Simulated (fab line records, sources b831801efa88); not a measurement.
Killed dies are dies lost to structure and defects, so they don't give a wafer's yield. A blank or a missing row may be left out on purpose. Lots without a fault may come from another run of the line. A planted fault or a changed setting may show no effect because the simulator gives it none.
A struck lot beside a sound one | flow sky130 | 16 steps out of a route of 708
Sound: wafers L659.2, L659.4, L659.6. Struck: wafer L669.3. (L669.2, L669.6 of the same lot were not struck and are left out.) The cause comes at the end.
At each step with rows: each side's tool, then ch and its chambers, then its first start. Under that, the readings that differ: sound wafers | struck wafers | difference of the means | sigmas: that difference in standard deviations of wafers without a fault.
alike: readings whose means differ by less than 2 such deviations, and words and numbers that are the same on both sides. not compared: withheld readings, readings that some wafer has no value for, bounds like >300 that may hide the same value, and numbers for which the record gives no deviation and whose values overlap.
The two part at a step that has a row with sigmas, a row that says differs or no value, or rows on one side only. Numbers that don't overlap but have no deviation are shown without sigmas and don't part them. A reading that every wafer of one side lacks parts them only if that side has two wafers or more.

first, 3 steps without rows for these wafers: SKY_METAL1_EXPOSE_12 (exposes mask MM1, target cd 140 nm); SKY_METAL1_PEB_13; SKY_METAL1_DEVELOP_14 (develop time 60 s).
SKY_METAL1_CD_MEAS_15: target cd 140 nm.
  sound on cd_sem-02, day 32 22:57; struck on cd_sem-02, day 36 09:14
  alike: cd_nm
SKY_METAL1_OVL_MEAS_16:
  sound on overlay-02, day 32 23:03; struck on overlay-01, day 36 09:21
  alike: METAL1_OVL
SKY_METAL1_DESCUM_17: chemistry O2, time 8 s.
  sound on rie_metal-01 ch 0, day 32 23:05; struck on rie_metal-04 ch 1, day 36 09:23
  alike: drypump_motor_current_A, oes_product_au
  not compared: rf_hours_counter_h
SKY_METAL1_ETCH_18: etches BARC in N2/H2, stops on SiO2, time 45.9 s, target depth 60 nm.
  sound on rie_metal-01 ch 0, day 32 23:07; struck on rie_metal-04 ch 1, day 36 09:25
  alike: drypump_motor_current_A, oes_product_au, throttle_valve_pct
  not compared: rf_hours_counter_h
SKY_METAL1_METAL_ETCH_19: etches the open film in Cl2/BCl3, stops on SiO2, target depth 360 nm, time 78 s.
  sound on rie_metal-01 ch 0, day 32 23:11; struck on rie_metal-04 ch 1, day 36 09:28
  alike: drypump_motor_current_A, oes_product_au, throttle_valve_pct
  not compared: rf_hours_counter_h
SKY_METAL1_STRIP_20: strips in O2/N2.
  sound on plasma_asher-03 ch 0,1, day 32 23:16; struck on plasma_asher-02 ch 0, day 36 09:34
  alike: drypump_motor_current_A, oes_product_au, strip_time_to_endpoint_s
  not compared: rf_hours_counter_h
then, 3 steps without rows for these wafers: SKY_METAL1_STRIP_21 (strips in post etch residue remover, time 1200 s); SKY_METAL1_CLEAN_22 (cleans in IPA, time 180 s); SKY_METAL1_CLEAN_23 (cleans in O3/DIW).
SKY_VIA1_HDPCVD_00: deposits SiO2, target thk 1030 nm, time 171.7 s.
  sound on hdpcvd-01 ch 0,2, day 32 23:52; struck on hdpcvd-02 ch 0, day 36 10:09
  reading                                  | sound             | struck | difference | sigmas
  sih4_flow_sccm (sccm)                    | 60.22 59.64 59.89 | 30.09  | -29.83     | -99 or more
  model.SiO2_of_VIA1_HDPCVD_00.thk_nm (nm) | 1020 1018 1022    | 507.4  | -512.6     |
SKY_VIA1_THK_MEAS_01:
  sound on film_metro-03, day 32 23:59; struck on film_metro-03, day 36 10:17
  reading              | sound          | struck | difference | sigmas
  VIA1_HDPCVD_THK (nm) | 1019 1018 1022 | 507    | -513       | -37
SKY_VIA1_CMP_02: polishes SiO2.
  sound on cmp-01 ch 0,1,2, day 33 00:02; struck on cmp-02 ch 2, day 36 10:20
  alike: motor_current_A
-- the record jumps here: 12 days lie between the struck wafers' starts before and after (it left off in module VIA1 and takes up again in module PAD_OPEN, whose first step shown is number 708 of the route) --
SKY_PAD_OPEN_PROBE_99:
  sound on prober-02, day 46 00:20; struck on prober-02, day 48 14:58
  reading                               | sound                | struck    | difference | sigmas
  model.etest.tester.sort_n_pass        | 406 393 404          | 251       | -150       |
  model.etest.tester.sort_yield_pct (%) | 82.52 79.88 82.11    | 51.02     | -30.48     |
  model.etest.tester.sort_bin_3_pct (%) | 1.423 1.22 1.22      | 31.1      | +29.8      |
  model.etest.met2_comb.leak_log10_a_um | -11.98 -11.99 -11.91 | -7.205    | +4.755     |
  model.etest.tester.sort_bin_8_pct (%) | 0 0 0                | 1.173e-05 | +1.173e-05 |
  alike: defect_limited_yield, killed_at_M0_to_M3, killed_at_M4_up, killed_at_contacts, killed_at_front_end, killed_at_other, killed_dies, killed_open, killed_short

WHERE THEY PART
First at SKY_VIA1_HDPCVD_00; last, within this record, at SKY_VIA1_THK_MEAS_01. Later steps at which nothing parts them and some readings are alike: SKY_VIA1_CMP_02, SKY_PAD_OPEN_PROBE_99.

WHY: what the simulator had put in
Process parameter drift: hdpcvd-02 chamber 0, from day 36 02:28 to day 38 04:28, at SKY_VIA1_HDPCVD_00. Setting sih4_flow_sccm, moved by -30, from 60. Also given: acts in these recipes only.
